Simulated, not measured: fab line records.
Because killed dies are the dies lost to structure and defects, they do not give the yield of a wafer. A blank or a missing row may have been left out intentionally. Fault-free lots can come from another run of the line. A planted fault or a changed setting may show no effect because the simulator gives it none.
2 desks looking at one fault :: flow sky130 :: what lay behind the numbers comes last; until then each desk has only its own

METROLOGY DESK
What the gauges read for every lot (on any tool): the sampled wafers with a number, averaged. Any lot whose mean is over 4 standard deviations away from the usual mean is out of limits and marked OUT; that distance is given in the brackets.
Columns: A = CONTACT_CVD_00_THK at SKY_CONTACT_THK_MEAS_01, usual 75.3 nm; B = CONTACT_HDPCVD_THK at SKY_CONTACT_THK_MEAS_03, usual 564 nm; C = CONTACT_BOW at SKY_CONTACT_BOW_MEAS_05, usual 82 um
lot: L932
first seen here: day 31 18:36
A: 75.9
B: 565
C: 80

lot: L935
first seen here: day 32 07:05
A: 76.7
B: 575
C: 84

lot: L938
first seen here: day 33 08:11
A: 74.3
B: 559
C: 78

lot: L939
first seen here: day 33 16:34
A: 75.8
B: 564
C: 84

lot: L942
first seen here: day 34 03:01
A: 74.7
B: 555
C: 74

lot: L943
first seen here: day 34 20:46
A: 76.8
B: 559
C: 81

lot: L944
first seen here: day 35 08:20
A: 76.1
B: 568
C: 83

lot: L945
first seen here: day 35 14:20
A: 70.9 (-4.4) OUT
B: 566
C: 85

lot: L946
first seen here: day 35 18:32
A: 66.4 (-8.9) OUT
B: 558
C: 81

lot: L947
first seen here: day 35 20:20
A: 75.1
B: 566
C: 74

lot: L948
first seen here: day 36 06:52
A: 74.6
B: 561
C: 81
Finding of this desk: L945, L946 out of limits, first seen on L945 at day 35 14:20 (CONTACT_CVD_00_THK at SKY_CONTACT_THK_MEAS_01). L932, L935, L938, L939, L942, L943, L944, L947, L948 stayed within limits.

THE TOOL OWNER'S DESK: pecvd-03
The tool's own readings at SKY_CONTACT_CVD_00 (deposits Si3N4, target thk 75 nm): means of the sampled wafers that have a number, for each lot that ran on this tool. Any lot whose mean is over 4 standard deviations away from the usual mean is out of limits and marked OUT; that distance is given in the brackets.
Columns: A = heaterPowerW at SKY_CONTACT_CVD_00, usual 718 W; B = susceptorTempC at SKY_CONTACT_CVD_00, usual 400.03 C
lot: L932
first seen here: day 31 18:33
A: 719
B: 399.96

lot: L935
first seen here: day 32 07:02
A: 665
B: 400.00

lot: L942
first seen here: day 34 02:57
A: 797
B: 399.93

lot: L943
first seen here: day 34 20:43
A: 749
B: 400.05

lot: L944
first seen here: day 35 08:18
A: 630
B: 399.88

lot: L945
first seen here: day 35 14:18
A: 668
B: 400.11

lot: L946
first seen here: day 35 18:29
A: 734
B: 400.27
This desk's verdict: no lot among the 7 shows anything out of limits.

BROUGHT TOGETHER
An alarm was possible from the metrology desk at day 35 14:20, on L945, L946.
Nothing out of limits was seen by the tool owner's desk.
Tool owner's desk: L945, L946 on record, inside its limits.
All the named lots went through SKY_CONTACT_CVD_00 on pecvd-03.

WHAT THE SIMULATOR HAD INSERTED
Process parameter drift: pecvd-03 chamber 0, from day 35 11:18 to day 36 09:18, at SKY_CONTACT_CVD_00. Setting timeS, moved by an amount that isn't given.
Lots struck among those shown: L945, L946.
Delay in hours, fault start to first out-of-limits reading, per desk: metrology desk 3.
